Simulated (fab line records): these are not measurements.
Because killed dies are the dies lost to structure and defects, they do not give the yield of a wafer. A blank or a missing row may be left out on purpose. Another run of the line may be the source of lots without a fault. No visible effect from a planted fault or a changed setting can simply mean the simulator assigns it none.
Struck lot and sound lot, side by side    flow gf180mcu    43 steps out of a route of 602
Sound: wafers L765.2, L765.4, L765.6. Wafers L778.1, L778.2, L778.3 were the ones struck. The cause is named last.
Per side, at each step with rows, come the tool, then ch with its chambers, and then its first start. Under that, the readings that differ: sound wafers    struck wafers    difference of the means    sigmas: that difference in standard deviations of wafers without a fault.
alike: a reading whose means differ by less than 2 such deviations, as well as words and numbers matching on both sides. not compared: withheld readings; readings where some wafer has no value; bounds like >300 that might hide an equal value; numbers whose values overlap and for which the record gives no deviation.
Wherever a step has rows on one side only, a row that says differs or no value, or a row with sigmas, the two part there. Numbers that don't overlap but have no deviation are shown without sigmas and don't part them. A reading missing from all wafers of one side parts the sides only when that side holds two or more wafers.

GF_VT_IMPLANT_RS_MEAS_49: measures by four-point-probe.
  sound on film metro-03 at day 8 11:34; struck on film metro-04 at day 11 20:09
  alike: MVPSD_RS
then, 4 steps without rows for these wafers: GF_VT_IMPLANT_WET_ETCH_50 (etches SiO2 in dHF, target depth 20 nm, time 400 s); GF_DUAL_GATE_CLEAN_00 (cleans in SC1/SC2, time 150 s); GF_DUAL_GATE_CLEAN_01 (cleans in dHF, time 20 s); GF_DUAL_GATE_OXIDATION_02 (stabilise 600 s, purge 300 s, target thk 10.887 nm).
GF_DUAL_GATE_THK_MEAS_03:
  sound on film metro-02 at day 8 17:38; struck on film metro-03 at day 11 22:58
  alike: DUAL_GATE_OXIDATION_00_THK
then, 6 steps without rows for these wafers: GF_DUAL_GATE_DEHYDRATE_04 (time 60 s); GF_DUAL_GATE_HMDS_05 (prime time 60 s); GF_DUAL_GATE_COAT_06 (resist thk 1000 nm); GF_DUAL_GATE_SOFTBAKE_07 (time 60 s); GF_DUAL_GATE_EXPOSE_08 (exposes mask Dualgate, target cd 700 nm); GF_DUAL_GATE_PEB_09.
GF_DUAL_GATE_DEVELOP_10: develop time 60 s.
  sound on litho track-01 ch 0, day 9 09:16; struck on litho track-04 ch 0, day 12 16:44
GF_DUAL_GATE_OVL_MEAS_11:
  sound on overlay-01 at day 9 09:23; struck on overlay-01 at day 12 16:53
  alike: DUAL_GATE_OVL
then, 1 step without rows for these wafers: GF_DUAL_GATE_WET_ETCH_12 (etches SiO2 in dHF, target depth 13 nm, time 260 s).
GF_DUAL_GATE_STRIP_13: strips in O2/N2.
  sound on plasma asher-02 ch 0,1, day 9 09:30; struck on plasma asher-03 ch 0,1, day 12 17:01
  alike: chamber pressure mTorr, drypump motor current A, heater power w, oes product au, strip time to endpoint s
  not compared: rf hours counter h
then, 3 steps without rows for these wafers: GF_DUAL_GATE_CLEAN_14 (cleans in SC1/SC2, time 150 s); GF_DUAL_GATE_OXIDATION_15 (stabilise 600 s, purge 300 s, target thk 7.098 nm); GF_POLY_GATE_CVD_00 (deposits poly-Si, target thk 200 nm, time 1200 s).
GF_POLY_GATE_THK_MEAS_01:
  sound on film metro-03 at day 9 13:20; struck on film metro-03 at day 13 03:46
  alike: POLY_GATE_CVD_00_THK
then, 8 steps without rows for these wafers: GF_POLY_GATE_DEHYDRATE_02 (time 60 s); GF_POLY_GATE_HMDS_03 (prime time 60 s); GF_POLY_GATE_COAT_04; GF_POLY_GATE_COAT_05 (resist thk 700 nm); GF_POLY_GATE_SOFTBAKE_06 (time 60 s); GF_POLY_GATE_EXPOSE_07 (exposes mask Poly2, target cd 280 nm); GF_POLY_GATE_PEB_08 (peb time 90 s); GF_POLY_GATE_DEVELOP_09 (develop time 60 s).
GF_POLY_GATE_CD_MEAS_10: target cd 280 nm.
  sound on cd sem-01 at day 10 05:40; struck on cd sem-02 at day 13 22:53
  alike: cd nm
GF_POLY_GATE_OVL_MEAS_11:
  sound on overlay-01 at day 10 05:46; struck on overlay-02 at day 13 23:00
  alike: POLY_GATE_OVL
GF_POLY_GATE_ETCH_12: etches BARC in N2/H2.
  sound on rie diel-04 ch 0,1, day 10 05:47; struck on rie diel-04 ch 0,1,2, day 13 23:02
  alike: chamber pressure mTorr, drypump motor current A, oes product au, throttle valve pct
GF_POLY_GATE_ETCH_13: etches poly-Si in HBr/Cl2, stops on SiO2, target depth 198.5 nm, time 69.6 s.
  sound on rie si-02 ch 1,3, day 10 05:50; struck on rie si-02 ch 0,1,3, day 13 23:05
  alike: HBr_flow_sccm, chamber pressure mTorr, drypump motor current A, oes product au, throttle valve pct
  not compared: rf hours counter h
GF_POLY_GATE_STRIP_14: strips in O2/N2.
  sound on plasma asher-03 ch 0,1, day 10 05:54; struck on plasma asher-04 ch 0,1, day 13 23:08
  alike: chamber pressure mTorr, drypump motor current A, heater power w, oes product au
  not compared: rf hours counter h
then, 2 steps without rows for these wafers: GF_POLY_GATE_CLEAN_15 (cleans in SC1/SC2, time 150 s); GF_POLY_GATE_OXIDATION_16 (stabilise 600 s, purge 300 s, target thk 4 nm).
GF_POLY_GATE_THK_MEAS_17:
  sound on film metro-03 at day 10 13:35; struck on film metro-02 at day 14 01:02
reading                       sound           struck          difference  sigmas
POLY_GATE_OXIDATION_THK (nm)  3.86 3.96 4.01  4.12 4.11 4.24  +0.21       +2
GF_POLY_GATE_CD_MEAS_18:
  sound on cd sem-01 at day 10 13:40; struck on cd sem-02 at day 14 01:13
  alike: cd nm
then, 5 steps without rows for these wafers: GF_HV_LDD_DEHYDRATE_00 (time 60 s); GF_HV_LDD_HMDS_01 (prime time 60 s); GF_HV_LDD_COAT_02 (resist thk 1000 nm); GF_HV_LDD_SOFTBAKE_03 (time 60 s); GF_HV_LDD_EXPOSE_04 (exposes mask Nplus LV AREA, target cd 400 nm).
-- a jump in the record: the struck wafers' starts before and after are 19 days apart (it breaks off in module HV_LDD and resumes in module PASSIVATION, where the first step shown is number 602 of the route) --
GF_PASSIVATION_PROBE_99:
  rows exist in the record for the struck wafers here (prober-01, day 33 12:59), but not for the sound ones

## WHERE THEY PART
At GF_POLY_GATE_THK_MEAS_17 first; at GF_PASSIVATION_PROBE_99 last (within this record only).

WHY: what the simulator had put in
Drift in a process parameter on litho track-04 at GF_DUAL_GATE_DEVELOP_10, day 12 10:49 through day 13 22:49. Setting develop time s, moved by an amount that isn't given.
